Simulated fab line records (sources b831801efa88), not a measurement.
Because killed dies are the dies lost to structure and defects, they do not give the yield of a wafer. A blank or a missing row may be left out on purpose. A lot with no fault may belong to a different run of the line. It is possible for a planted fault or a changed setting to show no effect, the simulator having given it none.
fab line records	flow sky130
[record] lots = 5	wafers = 15	last_day = 50
route steps=708 shown SD_P@359 RES_XHIGH@360 SALICIDE@361 LI_CONTACT@362 PAD_OPEN@708
lots that met no fault: taken from a fault-free run of the same line
start_h: start of the lot's first displayed wafer, in hours after the record's first day	wait_h: time in hours since the lot's previous step	" as in the row above	L1.1+2: a single row standing in for several wafers	- no value present, or no start provided	* or withheld: withheld	< > ~ a bound
route shown NAME@n: NAME is a module with steps in the file, n the number in the route of the first one	usual: mean/standard deviation taken from wafers without a fault	same: alike in all rows	chamber/n: place in a boat	sites: per-site readings	_std_site: how widely they spread, as a standard deviation	_edge_site: inner sites' mean taken away from outer sites' mean	radius_mm: for every site, how far away it sits from the centre of the wafer	mask NAME#n: copy n	behind: the tool/chamber that last shaped the wafer	hold: reason for holding the lot/hours on hold/outcome of the hold	device: transistor that didn't switch, given as n, p or np	end of line: tests of these same wafers at the route's end	for a step that has no rows: nothing shown but its recipe	killed: dies that structure and defects cost at the first sort, which is not the same as the wafer's yield	map: dies across one wafer; x = killed, . = not, _ = none there
set.NAME: the run value of the setting; set.NAME@STEP: its run value at that earlier step	model.NAME: the simulator's own value behind a step, which no gauge read
certain route steps with their lots: each step a table, each wafer a row
services: when a tool's chamber went out of use (start_h, in hours from the record's first day, below 0 if earlier), for how many hours, and the reason
[[steps]]
[step SKY_SD_N_RS_MEAS_17]
[recipe] thk_meas_gauge = four-point-probe
[usual] SD_P_RS = 146.9/0.4
lot.wafer	tool	chamber	start_h	wait_h	SD_P_RS[ohm/sq]
L256.3	film_metro-04	-	639.83	0.1	146.9
L256.4	"	-	"	"	146.8
L256.5	"	-	"	"	147.2
L257.1	film_metro-03	-	652.69	0.1	145.8
L257.4	"	-	"	"	146.8
L257.5	"	-	"	"	146.4
L268.2	film_metro-02	-	744.85	0.1	147.0
L268.4	"	-	"	"	146.6
L268.5	"	-	"	"	146.9
L275.2	film_metro-02	-	797.41	0.1	147.1
L275.3	"	-	"	"	146.7
L275.6	"	-	"	"	147.0
L277.1	film_metro-04	-	807.48	0.1	146.9
L277.2	"	-	"	"	147.1
L277.3	"	-	"	"	146.5
[step SKY_SD_N_RS_MEAS_18]
[recipe] thk_meas_gauge = four-point-probe
[usual] RES_XHIGH_RS = 332.9/1.5
lot.wafer	tool	chamber	start_h	wait_h	RES_XHIGH_RS[ohm/sq]
L256.3	film_metro-04	-	639.95	0.1	330.3
L256.4	"	-	"	"	331.5
L256.5	"	-	"	"	331.7
L257.1	film_metro-03	-	652.81	0.1	334.4
L257.4	"	-	"	"	334.9
L257.5	"	-	"	"	334.1
L268.2	film_metro-02	-	744.97	0.1	334.2
L268.4	"	-	"	"	335.7
L268.5	"	-	"	"	334.7
L275.2	film_metro-02	-	797.53	0.1	334.0
L275.3	"	-	"	"	333.4
L275.6	"	-	"	"	334.3
L277.1	film_metro-04	-	807.60	0.1	332.4
L277.2	"	-	"	"	333.1
L277.3	"	-	"	"	331.9
[step SKY_SALICIDE_CLEAN_00]
[recipe] chemistry = HF-last	time_s = 30	dilution = 100:1	dry = ipa_marangoni
[step SKY_LI_CONTACT_HDPCVD_00]
[recipe] material = PSG	target_thk_nm = 930	sigma_open_frac = 0.3	time_s = 155	temp_c = 600	sih4_flow_sccm = 60	pressure_mtorr = 6
[step SKY_LI_CONTACT_THK_MEAS_01]
[recipe] reads = PSG_of_LI_CONTACT_HDPCVD_00
[usual] LI_CONTACT_HDPCVD_THK = 931/9.4
lot.wafer	tool	chamber	start_h	wait_h	LI_CONTACT_HDPCVD_THK[nm]
L256.3	film_metro-02	-	640.17	0.1	920
L256.4	"	-	"	"	916
L256.5	"	-	"	"	926
L257.1	film_metro-02	-	654.33	0.1	930
L257.4	"	-	"	"	942
L257.5	"	-	"	"	948
L268.2	film_metro-03	-	745.20	0.1	918
L268.4	"	-	"	"	915
L268.5	"	-	"	"	913
L275.2	film_metro-04	-	797.76	0.1	937
L275.3	"	-	"	"	930
L275.6	"	-	"	"	929
L277.1	film_metro-04	-	807.84	0.1	938
L277.2	"	-	"	"	944
L277.3	"	-	"	"	950
[step SKY_LI_CONTACT_CMP_02]
[recipe] material = PSG	down_force_psi = 4	platen_rpm = 60	pad_velocity_m_s = 0.94248
[usual] motor_current_A = 12.1/1.7	platen_rpm = 59.99/0.044	time_to_endpoint_s = 32.6/2.7
lot.wafer	tool	chamber	start_h	wait_h	motor_current_A	platen_rpm	time_to_endpoint_s
L256.4	cmp-02	0	640.21	0.0	11.5	59.97	34.3
L256.3	"	3	"	"	14.3	59.97	34.9
L256.5	"	1	"	"	13.0	60.01	31.2
L257.1	cmp-01	0	654.59	0.3	10.0	59.96	29.8
L257.4	"	2	"	"	13.3	60.01	31.0
L257.5	"	0	"	"	10.1	59.90	32.4
L268.2	cmp-01	0	745.50	0.3	9.6	60.08	31.2
L268.4	"	1	"	"	12.8	59.99	30.3
L268.5	"	1	"	"	12.8	60.00	30.4
L275.3	cmp-01	1	797.91	0.1	12.8	60.11	30.2
L275.2	"	2	"	"	14.1	59.97	27.9
L275.6	"	3	"	"	8.9	60.01	33.6
L277.3	cmp-01	3	807.95	0.1	9.3	60.01	35.1
L277.2	"	0	"	"	9.9	59.99	33.9
L277.1	"	1	"	"	12.7	59.85	31.9
[step SKY_LI_CONTACT_BOW_MEAS_03]
[recipe] mode = bow
[usual] LI_CONTACT_BOW = 56/6.4
lot.wafer	tool	chamber	start_h	wait_h	LI_CONTACT_BOW[um]
L256.3	film_metro-03	-	640.55	0.1	52
L256.4	"	-	"	"	50
L256.5	"	-	"	"	58
L257.1	film_metro-03	-	654.89	0.2	54
L257.4	"	-	"	"	50
L257.5	"	-	"	"	51
L268.2	film_metro-04	-	745.82	0.3	55
L268.4	"	-	"	"	43
L268.5	"	-	"	"	46
L275.2	film_metro-03	-	798.13	0.1	40
L275.3	"	-	"	"	41
L275.6	"	-	"	"	47
L277.1	film_metro-04	-	808.20	0.1	65
L277.2	"	-	"	"	60
L277.3	"	-	"	"	57
[step SKY_LI_CONTACT_DEHYDRATE_04]
[recipe] temp_c = 200	time_s = 60
[step SKY_LI_CONTACT_HMDS_05]
[recipe] prime_time_s = 60	prime_temp_c = 120
[step SKY_LI_CONTACT_COAT_06]
[recipe] resist = BARC	temp_c = withheld	time_s = withheld	spin_rpm = 3000	resist_thk_nm = 60
[step SKY_LI_CONTACT_COAT_07]
[recipe] resist = KrF-thick	spin_rpm = 3000	resist_thk_nm = 450
[step SKY_LI_CONTACT_SOFTBAKE_08]
[recipe] temp_c = 100	time_s = 90	resist = KrF-thick
[step SKY_LI_CONTACT_EXPOSE_09]
[recipe] mask_id = LICM1	na = 0.8	source_shape = annular	sigma_inner = 0.55	sigma_outer = 0.85	target_cd_nm = 170	dose_mj = 38
[usual] focus_offset_nm = 0.0/0.53	stage_vel_mm_s = 499.98/0.2
[same] na = 0.8	sigma_inner = 0.55
lot.wafer	tool	chamber	start_h	wait_h	mask	focus_offset_nm	stage_vel_mm_s
L256.3	krf_scanner-01	0	655.17	-	LICM1#0	0.6	500.07
L256.4	"	0	"	"	LICM1#0	0.3	500.28
L256.5	"	0	"	"	LICM1#0	1.0	500.18
L257.1	krf_scanner-02	0	668.20	-	LICM1#0	0.9	500.07
L257.4	"	0	"	"	LICM1#0	0.8	500.20
L257.5	"	0	"	"	LICM1#0	0.2	499.75
L268.2	krf_scanner-01	0	759.79	-	LICM1_R1#0	-1.3	499.88
L268.4	"	0	"	"	LICM1_R1#0	-1.2	500.15
L268.5	"	0	"	"	LICM1_R1#0	-1.6	500.08
L275.2	krf_scanner-01	0	810.75	-	LICM1#0	0.2	500.10
L275.3	"	0	"	"	LICM1#0	0.4	500.07
L275.6	"	0	"	"	LICM1#0	0.1	500.11
L277.1	krf_scanner-02	0	821.32	-	LICM1#0	0.2	500.17
L277.2	"	0	"	"	LICM1#0	-0.4	499.96
L277.3	"	0	"	"	LICM1#0	-0.6	500.16
[step SKY_LI_CONTACT_PEB_10]
[recipe] peb_temp_c = withheld	peb_time_s = withheld	resist = KrF-thick
[step SKY_LI_CONTACT_DEVELOP_11]
[recipe] develop_time_s = 60	resist = KrF-thick	dev_temp_c = 21
[step SKY_LI_CONTACT_CD_MEAS_12]
[recipe] target_cd_nm = 170
[usual] cd_nm = 169.7/1.4
lot.wafer	tool	chamber	start_h	wait_h	cd_nm
L256.3	cd_sem-02	-	668.71	-	169.7
L256.4	"	-	"	"	170.8
L256.5	"	-	"	"	169.2
L257.1	cd_sem-01	-	683.12	-	170.8
L257.4	"	-	"	"	170.0
L257.5	"	-	"	"	169.6
L268.2	cd_sem-02	-	773.24	-	149.5
L268.4	"	-	"	"	149.3
L268.5	"	-	"	"	149.7
L275.2	cd_sem-02	-	823.94	-	168.8
L275.3	"	-	"	"	172.0
L275.6	"	-	"	"	169.5
L277.1	cd_sem-01	-	834.27	-	169.6
L277.2	"	-	"	"	170.0
L277.3	"	-	"	"	168.4
[step SKY_LI_CONTACT_OVL_MEAS_13]
[usual] LI_CONTACT_OVL = -2/6.6
lot.wafer	tool	chamber	start_h	wait_h	LI_CONTACT_OVL[nm]
L256.3	overlay-02	-	668.80	0.1	10
L256.4	"	-	"	"	11
L256.5	"	-	"	"	9
L257.1	overlay-02	-	683.27	0.1	0
L257.4	"	-	"	"	4
L257.5	"	-	"	"	1
L268.2	overlay-01	-	773.35	0.1	4
L268.4	"	-	"	"	6
L268.5	"	-	"	"	4
L275.2	overlay-01	-	824.05	0.1	-5
L275.3	"	-	"	"	-9
L275.6	"	-	"	"	-16
L277.1	overlay-01	-	834.39	0.1	-17
L277.2	"	-	"	"	-2
L277.3	"	-	"	"	-4
[step SKY_LI_CONTACT_ETCH_14]
[recipe] chemistry = N2/H2	target = BARC	ion_energy_ev = 200	source_w = 500	bias_w = 100	pressure_mtorr = 30	n2_flow_sccm = 100	h2_flow_sccm = 200	stop_on = SiO2	time_s = 45.9	target_depth_a = 600
[usual] drypump_motor_current_A = 5.6/0.32	oes_product_au = 0.855/0.0046	throttle_valve_pct = 13.226/0.009
lot.wafer	tool	chamber	start_h	wait_h	drypump_motor_current_A	oes_product_au	rf_hours_counter_h	throttle_valve_pct	model.LI_CONTACT.cd_nm
L256.3	rie_diel-03	1	668.82	0.0	5.5	0.853	4	13.229	170
L256.4	"	2	"	"	6.3	0.856	5	13.221	170.9
L256.5	"	0	"	"	5.9	0.847	-	13.242	169.8
L257.1	rie_diel-03	3	683.31	0.0	5.5	0.853	14	13.229	171
L257.4	"	0	"	"	5.8	0.854	16	13.247	170.9
L257.5	"	1	"	"	5.5	0.857	-	13.229	170.3
L268.2	rie_diel-02	2	773.38	0.0	6.0	0.855	7	13.241	149.5
L268.4	"	3	"	"	5.3	0.852	11	13.219	149
L268.5	"	0	"	"	5.6	0.860	-	13.224	148.9
L275.2	rie_diel-03	1	824.08	0.0	5.5	0.852	7	13.230	168.8
L275.3	"	3	"	"	5.5	0.856	17	13.214	172.4
L275.6	"	0	"	"	5.9	0.861	-	13.215	169.6
L277.1	rie_diel-02	2	834.43	0.0	6.0	0.855	9	13.221	169.5
L277.2	"	1	"	"	5.7	0.848	3	13.224	170.1
L277.3	"	3	"	"	5.3	0.857	13	13.243	168.5
[step SKY_LI_CONTACT_ETCH_15]
[recipe] target = PSG	chemistry = C4F8/O2/Ar	stop_on = Si	taper_deg = 4.15	mask_material = KrF-thick	source_w = 1500	bias_w = 1200	pressure_mtorr = 40	c4f8_flow_sccm = withheld	O2_flow_sccm = 6	Ar_flow_sccm = 300	time_s = withheld	target_depth_a = 6000
[usual] oes_product_au = 0.836/0.005
lot.wafer	tool	chamber	start_h	wait_h	oes_product_au	model.LI_CONTACT.cd_nm
L256.3	rie_diel-03	1	668.87	0.0	0.828	169.9
L256.4	"	2	"	"	0.847	170.7
L256.5	"	0	"	"	0.831	169.4
L257.1	rie_diel-03	3	683.35	0.0	0.835	171.4
L257.4	"	0	"	"	0.834	170.9
L257.5	"	1	"	"	0.840	170.9
L268.2	rie_diel-02	2	773.42	0.0	0.831	149.4
L268.4	"	3	"	"	0.834	148.8
L268.5	"	0	"	"	0.837	149
L275.2	rie_diel-03	1	824.12	0.0	0.831	168.5
L275.3	"	3	"	"	0.838	172.2
L275.6	"	0	"	"	0.840	168.9
L277.1	rie_diel-02	2	834.47	0.0	0.840	169.5
L277.2	"	1	"	"	0.840	170.2
L277.3	"	3	"	"	0.841	168.3
[step SKY_LI_CONTACT_STRIP_16]
[recipe] chemistry = O2/N2	power_w = 1400	pressure_mtorr = 1500	platen_temp_c = withheld	o2_flow_sccm = 3000	n2_flow_sccm = 300	overash_fraction = 0.5
[usual] drypump_motor_current_A = 5.84/0.092	oes_product_au = 0.375/0.0042	strip_time_to_endpoint_s = 3.491/0.027
[same] overash_fraction = 0.5
lot.wafer	tool	chamber	start_h	wait_h	drypump_motor_current_A	oes_product_au	rf_hours_counter_h	strip_time_to_endpoint_s
L256.3	plasma_asher-02	0	668.99	-	5.73	0.375	-	3.509
L256.4	"	1	"	"	5.78	0.375	-	3.489
L256.5	"	0	"	"	5.71	0.377	-	3.440
L257.1	plasma_asher-02	1	683.44	-	5.80	0.374	58	3.511
L257.4	"	1	"	"	5.80	0.375	-	3.478
L257.5	"	0	"	"	5.72	0.381	-	3.524
L268.2	plasma_asher-02	1	773.50	-	5.80	0.375	67	3.487
L268.4	"	1	"	"	5.77	0.372	-	3.508
L268.5	"	0	"	"	5.71	0.372	-	3.496
L275.2	plasma_asher-01	1	824.20	-	5.94	0.374	8	3.490
L275.3	"	0	"	"	5.84	0.374	-	3.478
L275.6	"	1	"	"	5.91	0.376	-	3.442
L277.1	plasma_asher-04	0	834.55	-	5.80	0.379	42	3.518
L277.2	"	1	"	"	6.02	0.378	42	3.535
L277.3	"	0	"	"	5.85	0.385	-	3.516
[step SKY_PAD_OPEN_PROBE_99]
[usual] killed_at_M0_to_M3 = 44/7.7	killed_at_M4_up = 3.2/1.7	killed_at_contacts = 24/5.3	killed_at_front_end = 15/4.3	killed_at_other = 0.3/0.57	killed_dies = 87/11	killed_on_rim = 17/3.8	killed_open = 47/7.4	killed_short = 40/6.5
[same] gross_dies = 492	killed_at_back_side = 0
lot.wafer	tool	chamber	start_h	wait_h	killed_at_M0_to_M3	killed_at_M4_up	killed_at_contacts	killed_at_front_end	killed_at_other	killed_dies	killed_on_rim	killed_open	killed_short	model.etest.licon_pdiff.rc_ohm	model.etest.pfet_g5v0d10v5.r_on_ohm_um	model.etest.pfet_01v8.r_on_ohm_um	model.etest.licon_high_po.rc_ohm	model.etest.nfet_g5v0d10v5.r_on_ohm_um	model.etest.licon_ndiff.rc_ohm	model.etest.nfet_01v8.r_on_ohm_um	model.etest.sonos_uncharged.r_on_ohm_um
L256.3	prober-02	-	1068.75	0.2	43	3	24	14	1	85	14	48	37	579.6	4650	2862	343.2	1866	183.2	800.9	805.3
L256.4	prober-02	-	1068.80	0.2	45	4	22	10	0	81	16	45	36	562.3	4724	2911	334.9	1875	179.8	802.5	813.3
L256.5	prober-02	-	1068.85	0.2	47	6	25	14	1	93	16	46	47	583.3	4697	2850	341.5	1856	173	816.6	821.7
L257.1	prober-01	-	1079.19	0.1	46	0	20	16	0	82	20	52	30	584.8	4699	2777	340.9	1876	178.7	823.6	779.2
L257.4	prober-01	-	1079.34	0.2	60	5	24	18	0	107	17	62	44	581.6	4640	2753	344.7	1834	183.3	799.4	792.3
L257.5	prober-01	-	1079.39	0.2	27	3	14	13	0	57	9	26	31	575.2	4692	2765	339.7	1870	179.1	803.8	794.4
L268.2	prober-02	-	1145.85	0.1	35	2	43	15	0	95	32	45	32	715.4	4815	2906	396.5	1913	224.7	855.6	831.7
L268.4	prober-02	-	1145.95	0.2	46	3	36	16	0	101	29	42	46	745.9	4840	2940	409.4	1918	224.8	858	830.9
L268.5	prober-02	-	1146.00	0.2	47	4	38	17	0	106	32	41	52	706.5	4864	2950	404.1	1918	218.8	867.2	831.3
L275.2	prober-01	-	1179.60	0.1	41	0	37	21	0	99	16	59	40	595.4	4796	2928	348.4	1879	182.4	842.7	823
L275.3	prober-01	-	1179.65	0.2	43	4	30	14	0	91	19	45	46	566.7	4795	2867	347.5	1861	181.7	834.2	815.5
L275.6	prober-01	-	1179.80	0.2	43	6	23	21	0	93	23	57	36	595.3	4751	2894	356	1884	175.7	824.8	822.6
L277.1	prober-01	-	1187.97	0.1	43	2	27	14	0	86	18	52	33	595.4	4730	2956	353.4	1887	188.2	864.1	817.6
L277.2	prober-01	-	1188.02	0.1	35	0	17	11	0	63	15	31	31	581.4	4744	2908	344.5	1894	183.3	849.4	811.1
L277.3	prober-01	-	1188.07	0.2	35	3	16	16	0	70	23	39	30	584.1	4755	2962	354.1	1916	189.4	855.8	817.1
// killed by level:class
L256.3 CONTACT:geometric_particle:open=13 VIA1:geometric_particle:open=12 VIA1:geometric_particle:short=10 VIA2:geometric_particle:open=7 POLY_GATE:geometric_particle:open=5 CONTACT:geometric_particle:short=5 FIELD_ISO:geometric_particle:open=4 FIELD_ISO:geometric_particle:short=3
L256.4 LI_CONTACT:geometric_particle:open=10 VIA1:geometric_particle:open=10 VIA3:geometric_particle:open=7 VIA1:geometric_particle:short=5 POLY_GATE:geometric_particle:open=4 VIA2:geometric_particle:open=4 LI_CONTACT:geometric_particle:short=4 CONTACT:geometric_particle:open=4
L256.5 VIA1:geometric_particle:open=15 LI_CONTACT:geometric_particle:open=8 VIA1:geometric_particle:short=8 CONTACT:geometric_particle:open=6 VIA2:geometric_particle:open=6 METAL4:geometric_particle:short=6 POLY_GATE:geometric_particle:short=5 METAL1:geometric_particle:short=5
L257.1 CONTACT:geometric_particle:open=11 VIA3:geometric_particle:open=10 VIA2:geometric_particle:open=8 METAL1:geometric_particle:short=6 VIA1:geometric_particle:open=6 POLY_GATE:geometric_particle:short=5 METAL2:geometric_particle:short=5 FIELD_ISO:geometric_particle:short=4
L257.4 VIA1:geometric_particle:open=18 VIA3:geometric_particle:open=11 LI_CONTACT:geometric_particle:open=7 CONTACT:geometric_particle:open=7 VIA2:geometric_particle:open=7 METAL3:geometric_particle:short=6 FIELD_ISO:geometric_particle:short=5 FIELD_ISO:geometric_particle:open=5
L257.5 CONTACT:geometric_particle:open=7 VIA1:geometric_particle:short=7 METAL3:geometric_particle:short=5 FIELD_ISO:geometric_particle:open=3 VIA1:geometric_particle:open=3 LOCAL_INTERCONNECT:geometric_particle:short=3 CONTACT:geometric_particle:short=3 VIA2:geometric_particle:open=3
L268.2 LI_CONTACT:area_expose=18 VIA1:geometric_particle:open=10 CONTACT:geometric_particle:open=9 VIA3:geometric_particle:open=6 FIELD_ISO:geometric_particle:open=5 LI_CONTACT:geometric_particle:open=5 LOCAL_INTERCONNECT:geometric_particle:short=5 CONTACT:geometric_particle:short=5
L268.4 LI_CONTACT:area_expose=13 VIA1:geometric_particle:short=8 VIA2:geometric_particle:open=8 LI_CONTACT:geometric_particle:open=6 CONTACT:geometric_particle:open=6 VIA3:geometric_particle:open=6 VIA2:geometric_particle:short=5 LOCAL_INTERCONNECT:geometric_particle:short=5
L268.5 LI_CONTACT:area_expose=13 VIA1:geometric_particle:open=12 METAL2:geometric_particle:short=9 CONTACT:geometric_particle:open=8 METAL1:geometric_particle:short=6 VIA3:geometric_particle:short=6 FIELD_ISO:geometric_particle:short=4 LI_CONTACT:geometric_particle:short=4
L275.2 CONTACT:geometric_particle:open=16 VIA3:geometric_particle:open=11 CONTACT:geometric_particle:short=7 VIA2:geometric_particle:open=7 METAL2:geometric_particle:short=7 METAL1:geometric_particle:short=6 POLY_GATE:geometric_particle:open=5 VIA1:geometric_particle:open=5
L275.3 CONTACT:geometric_particle:open=12 METAL3:geometric_particle:short=8 LI_CONTACT:geometric_particle:open=7 VIA1:geometric_particle:short=7 VIA1:geometric_particle:open=6 VIA3:geometric_particle:open=6 VIA2:geometric_particle:open=5 CONTACT:geometric_particle:short=5
L275.6 VIA2:geometric_particle:open=9 CONTACT:geometric_particle:open=9 LI_CONTACT:geometric_particle:open=8 VIA3:geometric_particle:open=6 FIELD_ISO:geometric_particle:open=5 VIA1:geometric_particle:open=5 METAL2:geometric_particle:short=5 POLY_GATE:geometric_particle:open=4
L277.1 VIA1:geometric_particle:open=14 LI_CONTACT:geometric_particle:open=12 VIA2:geometric_particle:open=7 LOCAL_INTERCONNECT:geometric_particle:short=5 METAL1:geometric_particle:short=5 CONTACT:geometric_particle:open=4 VIA3:geometric_particle:open=4 POLY_GATE:geometric_particle:open=3
L277.2 VIA3:geometric_particle:open=7 FIELD_ISO:geometric_particle:short=6 CONTACT:geometric_particle:short=5 CONTACT:geometric_particle:open=5 VIA1:geometric_particle:open=5 VIA2:geometric_particle:open=5 POLY_GATE:geometric_particle:open=4 LI_CONTACT:geometric_particle:open=4
L277.3 VIA1:geometric_particle:open=9 LI_CONTACT:geometric_particle:open=7 METAL1:geometric_particle:short=6 FIELD_ISO:geometric_particle:short=5 POLY_GATE:geometric_particle:open=5 VIA2:geometric_particle:open=5 VIA3:geometric_particle:open=5 CONTACT:geometric_particle:short=4
// map L268.5 (x killed, . not)
__________.....x.x.._________
________x...x........x_______
______..x.....x........._____
_____......x..........x..____
____..xx.......x....x...x.___
___....x..x....x....x..x...__
__.....x...x...x.....x.....x_
_..................x..x...xx.
_.....x...........xxx.......x
_x....x.x..x.x..x.....x...x.x
_xx..x..........x....xx..x..x
_.xx.x....x.......x......x...
_....x......x.x........x..x..
_.xxx.x...x....x..x........xx
_..xx...x....................
__x...........x..........x.x_
___x..xx.........x...x...x.__
____.....x...xx........x.x___
_____xx....x....x.x......____
______x................x_____
________......x...x.xx_______
__________..xxx.xxxx_________
// map L256.5 (x killed, . not)
__________...x......_________
________xx............_______
______.......x...x.x...._____
_____x..........x..x.....____
____.......xx......x......___
___x.......xx....x..x...x..__
__.x......x...xxx........x.._
_x..........x................
_.x.x.x..x.x....x......x...x.
_.....xx...x......xx...x..x..
_.......x.........x.xx....xx.
_..x.........x......x...x..xx
_x...x.x...x.......x....x.x..
_x...x..................x....
_......x.......x..........xx.
__..x..x......xx.x.........._
___....x...x.xx........x...__
____.x.....x...xx...xx....___
_____...xx......x.......x____
______............x.x..._____
________....x......x.._______
__________....x....x_________
[[services]]
tool	chamber	start_h	hours	kind
krf_scanner-01	-	617.45	3.9	repair
krf_scanner-01	-	621.63	0.4	repair
rie_diel-02	2	633.13	7.7	repair
cmp-02	-	636.44	2.1	repair
krf_scanner-01	-	639.32	4.4	pm
cmp-02	-	643.02	1.9	repair
rie_diel-02	-	652.93	1.1	repair
krf_scanner-02	-	657.59	1.3	pm
cmp-02	-	661.80	2.1	repair
cmp-01	-	678.90	1.1	repair
cmp-02	-	687.16	3.8	pm
cmp-01	-	701.89	2.1	repair
krf_scanner-02	-	716.37	0.4	repair
krf_scanner-01	-	728.21	0.8	pm
krf_scanner-01	-	743.60	1.0	pm
krf_scanner-02	-	748.37	0.8	pm
krf_scanner-02	-	759.14	1.0	pm
cmp-01	-	761.34	11.3	pm
rie_diel-03	2	762.57	9.9	repair
krf_scanner-02	-	768.73	4.0	pm
krf_scanner-01	-	779.74	1.3	pm
cmp-01	-	823.54	1.1	repair
krf_scanner-02	-	828.20	7.4	repair
rie_diel-03	-	830.79	0.3	repair
[[key]]
[first_sign] step = SKY_LI_CONTACT_EXPOSE_09	reading = mask	direction = changed
[effect] step = SKY_LI_CONTACT_CD_MEAS_12	reading = cd_nm	direction = down	sigmas = 14	usual = 169.7	struck = 149.5
[effect] step = SKY_PAD_OPEN_PROBE_99	reading = killed_at_contacts	direction = up	sigmas = 2.9	usual = 24	struck = 39
[model_effect] step = SKY_LI_CONTACT_ETCH_14	value = LI_CONTACT.cd_nm	without = 169.2	struck = 149.2
[model_effect] step = SKY_LI_CONTACT_ETCH_15	value = LI_CONTACT.cd_nm	without = 169.1	struck = 149.1
[model_effect] step = SKY_PAD_OPEN_PROBE_99	value = etest.licon_pdiff.rc_ohm	without = 593.5	struck = 722.6
met_at SKY_LI_CONTACT_EXPOSE_09
struck_wafers L268.2,L268.4,L268.5
tester_left_out L268
onset_between 655.17 759.79
[fault] kind = wrong_mask	tool = any	chamber = -	onset_h = 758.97	steps = SKY_LI_CONTACT_EXPOSE_09	aux_copy = LICM1_R1#0	cd_offset_nm = -20	scope = struck_lots_only
// tester_left_out: of these lots the tester's yield and bins aren't shown, on N5 and GAA mostly nor the transistor test; their killed dies are dies lost to structure and defects alone, not to doping, threshold or leakage, so they don't give the yield
